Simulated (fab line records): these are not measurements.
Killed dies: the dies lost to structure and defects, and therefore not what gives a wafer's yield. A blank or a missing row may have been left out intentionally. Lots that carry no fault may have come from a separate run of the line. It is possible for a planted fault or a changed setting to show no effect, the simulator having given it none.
Struck lot and sound lot, side by side ; flow sky130 ; 17 steps out of a route of 708
Sound: wafers L126.1, L126.3, L126.6. Wafers struck: L139.1, L139.2, L139.5. At the end, the cause is stated.
Order at every step that has rows: each side's tool, ch and its chambers, its first start. Under that, the readings that differ: sound wafers ; struck wafers ; difference of the means ; sigmas: that difference in standard deviations of wafers without a fault.
alike: a reading whose means differ by less than 2 such deviations, as well as words and numbers matching on both sides. not compared: withheld readings; readings where some wafer has no value; bounds like >300 that might hide an equal value; numbers whose values overlap and for which the record gives no deviation.
A row with sigmas, a row that says differs or no value, or rows on one side alone: a step with any of these is where the two part. Numbers that have no deviation but don't overlap get no sigmas and don't part them. A reading that every wafer of one side lacks parts them only if that side has two wafers or more.

SKY_LDD_HVN_OVL_MEAS_07:
  sound: overlay-02 at day 22 07:37; struck: overlay-02 at day 27 02:44
  alike: LDD_HVN_OVL
after that, 1 step had no rows for these wafers: SKY_LDD_HVN_IMPLANT_08.
SKY_LDD_HVN_STRIP_09: strips in O2/N2.
  sound on plasma_asher-01 ch 0, day 22 07:48; struck on plasma_asher-03 ch 0,1, day 27 02:55
reading;sound;struck;difference;sigmas
drypump_motor_current_A (A);6.15 6.17 6.14;5.32 5.43 5.30;-0.80;-3
  alike: oes_product_au, strip_time_to_endpoint_s
  not compared: rf_hours_counter_h
SKY_LDD_HVN_TW_MEAS_10:
  sound: film_metro-01 at day 22 07:54; struck: film_metro-04 at day 27 03:01
  alike: LDD_HVN_TW
then, 7 steps without rows for these wafers: SKY_LDD_HVP_DEHYDRATE_00 (time 60 s); SKY_LDD_HVP_HMDS_01 (prime time 60 s); SKY_LDD_HVP_COAT_02 (resist thk 300 nm); SKY_LDD_HVP_SOFTBAKE_03 (time 60 s); SKY_LDD_HVP_EXPOSE_04 (exposes mask HVPTM, target cd 700 nm); SKY_LDD_HVP_PEB_05; SKY_LDD_HVP_DEVELOP_06 (develop time 60 s).
SKY_LDD_HVP_OVL_MEAS_07:
  sound: overlay-02 at day 23 14:36; struck: overlay-01 at day 28 07:01
  alike: LDD_HVP_OVL
SKY_LDD_HVP_IMPLANT_08:
  sound on implanter-02 ch 0, day 23 14:38; struck on implanter-02 ch 0, day 28 07:04
reading;sound;struck;difference;sigmas
beam_on_s (s);10.02 10.01 9.47;12.12 12.47 12.18;+2.42;+12
faraday_current_uA;95.8 95.6 101.2;78.8 76.7 78.5;-19.5;-10
SKY_LDD_HVP_STRIP_09: strips in O2/N2.
  sound on plasma_asher-01 ch 0,1, day 23 14:47; struck on plasma_asher-01 ch 0,1, day 28 07:13
  alike: drypump_motor_current_A, oes_product_au, strip_time_to_endpoint_s
  not compared: rf_hours_counter_h
SKY_LDD_HVP_TW_MEAS_10:
  sound: film_metro-02 at day 23 14:53; struck: film_metro-01 at day 28 07:19
reading;sound;struck;difference;sigmas
LDD_HVP_TW;452.1 452.0 451.5;488.9 488.2 487.7;+36.4;+12
then, 1 step without rows for these wafers: SKY_LDD_LDN_DEHYDRATE_00 (time 60 s).
-- here the record skips 22 days between the struck wafers' starts before and after, leaving off in module LDD_LDN and picking up in module PAD_OPEN (first step shown: number 708 of the route) --
SKY_PAD_OPEN_PROBE_99:
  sound: prober-01 at day 47 02:31; struck: prober-01 at day 50 04:43
reading;sound;struck;difference;sigmas
model.etest.tip_p_5v.rs_ohm_sq;2872 2869 2870;2445 2454 2441;-424;
  alike: killed_at_M0_to_M3, killed_at_M4_up, killed_at_contacts, killed_at_front_end, killed_at_other, killed_dies, killed_open, killed_short

## WHERE THEY PART
First at SKY_LDD_HVN_STRIP_09; last, within this record, at SKY_LDD_HVP_TW_MEAS_10. Later steps at which nothing parts them and some readings are alike: SKY_PAD_OPEN_PROBE_99.

WHY: the cause the simulator had injected
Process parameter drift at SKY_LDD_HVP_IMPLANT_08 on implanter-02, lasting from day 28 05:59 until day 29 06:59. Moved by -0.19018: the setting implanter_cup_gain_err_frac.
